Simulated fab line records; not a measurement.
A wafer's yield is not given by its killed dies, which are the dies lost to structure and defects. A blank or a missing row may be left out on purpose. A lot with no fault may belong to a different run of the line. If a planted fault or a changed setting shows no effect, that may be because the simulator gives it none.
Chamber matching :: flow sky130 :: 4 sister chambers for SKY_VIA1_CMP_02 on cmp-02
The step polishes SiO2. 22 wafers are shown with their chamber, then 11 later ones without.

== WAFERS WITH THEIR CHAMBER ==
wafer: L075.1
chamber: 3
motor-current-A (A): 10.6
slurry-flow-ml-min: 150.0

wafer: L075.2
chamber: 1
motor-current-A (A): 13.0
slurry-flow-ml-min: 150.0

wafer: L075.5
chamber: 3
motor-current-A (A): 11.4
slurry-flow-ml-min: 150.0

wafer: L078.4
chamber: 2
motor-current-A (A): 11.4
slurry-flow-ml-min: 149.2

wafer: L078.5
chamber: 3
motor-current-A (A): 11.2
slurry-flow-ml-min: 149.8

wafer: L078.6
chamber: 0
motor-current-A (A): 13.9
slurry-flow-ml-min: 150.3

wafer: L081.1
chamber: 1
motor-current-A (A): 12.9
slurry-flow-ml-min: 149.2

wafer: L081.2
chamber: 3
motor-current-A (A): 11.0
slurry-flow-ml-min: 150.0

wafer: L081.5
chamber: 3
motor-current-A (A): 11.5
slurry-flow-ml-min: 150.0

wafer: L082.1
chamber: 1
motor-current-A (A): 12.6
slurry-flow-ml-min: 150.8

wafer: L082.2
chamber: 2
motor-current-A (A): 10.7
slurry-flow-ml-min: 149.9

wafer: L082.6
chamber: 1
motor-current-A (A): 13.1
slurry-flow-ml-min: 150.4

wafer: L083.3
chamber: 0
motor-current-A (A): 13.5
slurry-flow-ml-min: 150.0

wafer: L083.5
chamber: 1
motor-current-A (A): 13.2
slurry-flow-ml-min: 151.0

wafer: L083.6
chamber: 0
motor-current-A (A): 13.5
slurry-flow-ml-min: 149.3

wafer: L087.1
chamber: 1
motor-current-A (A): 13.4
slurry-flow-ml-min: 150.9

wafer: L087.2
chamber: 0
motor-current-A (A): 13.4
slurry-flow-ml-min: 149.3

wafer: L087.3
chamber: 2
motor-current-A (A): 11.0
slurry-flow-ml-min: 150.2

wafer: L088.1
chamber: 1
motor-current-A (A): 13.1
slurry-flow-ml-min: 149.7

wafer: L088.2
chamber: 0
motor-current-A (A): 13.8
slurry-flow-ml-min: 150.5

wafer: L088.5
chamber: 3
motor-current-A (A): 12.1
slurry-flow-ml-min: 149.9

wafer: L091.1
chamber: 0
motor-current-A (A): 13.7
slurry-flow-ml-min: 149.8

SIGNATURES (averages over the wafers above)
reading: motor-current-A
chamber 0: 13.633
chamber 1: 13.043
chamber 2: 11.033
chamber 3: 11.300
scatter within a chamber: 0.341

reading: slurry-flow-ml-min
chamber 0: 149.867
chamber 1: 150.286
chamber 2: 149.767
chamber 3: 149.950
scatter within a chamber: 0.505
Rule: a wafer lies at a distance from a chamber equal to the root of the sum of squares, over the readings, of (its reading less the chamber's mean, divided by the reading's scatter). If the next closest chamber is less than 2 further off than the closest, the wafer can't be placed; otherwise it belongs to the closest. The scatter is the square root of a quotient: the sum, over the shown wafers, of each reading's squared deviation from its chamber's mean, divided by wafers minus chambers.

== WAFERS WITHOUT THEIR CHAMBER ==
wafer: L091.2
motor-current-A (A): 11.0
slurry-flow-ml-min: 150.7

wafer: L091.4
motor-current-A (A): 13.4
slurry-flow-ml-min: 150.3

wafer: L093.2
motor-current-A (A): 12.2
slurry-flow-ml-min: 149.5

wafer: L093.4
motor-current-A (A): 11.1
slurry-flow-ml-min: 149.5

wafer: L093.5
motor-current-A (A): 13.1
slurry-flow-ml-min: 149.8

wafer: L092.2
motor-current-A (A): 13.6
slurry-flow-ml-min: 149.7

wafer: L092.3
motor-current-A (A): 13.6
slurry-flow-ml-min: 149.4

wafer: L092.4
motor-current-A (A): 12.3
slurry-flow-ml-min: 150.5

wafer: L095.1
motor-current-A (A): 12.0
slurry-flow-ml-min: 149.8

wafer: L095.5
motor-current-A (A): 11.5
slurry-flow-ml-min: 149.6

wafer: L095.6
motor-current-A (A): 11.5
slurry-flow-ml-min: 150.2

== EACH ONE'S CHAMBER ==
wafer: L091.2
from the rows above: can't be placed: 3 or 2
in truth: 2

wafer: L091.4
from the rows above: can't be placed: 1 or 0
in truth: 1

wafer: L093.2
from the rows above: can't be placed: 3 or 1 or 2 or 0
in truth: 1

wafer: L093.4
from the rows above: can't be placed: 2 or 3
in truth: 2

wafer: L093.5
from the rows above: can't be placed: 1 or 0
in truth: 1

wafer: L092.2
from the rows above: can't be placed: 0 or 1
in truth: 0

wafer: L092.3
from the rows above: can't be placed: 0 or 1
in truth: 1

wafer: L092.4
from the rows above: can't be placed: 1 or 3 or 2 or 0
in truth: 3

wafer: L095.1
from the rows above: can't be placed: 3 or 2 or 1
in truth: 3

wafer: L095.5
from the rows above: can't be placed: 3 or 2
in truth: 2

wafer: L095.6
from the rows above: can't be placed: 3 or 2
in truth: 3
Placed correctly: 0 of 11. Cannot be placed on the basis of these rows: 11; the candidates contain the true chamber in 11. Placed wrongly: 0.
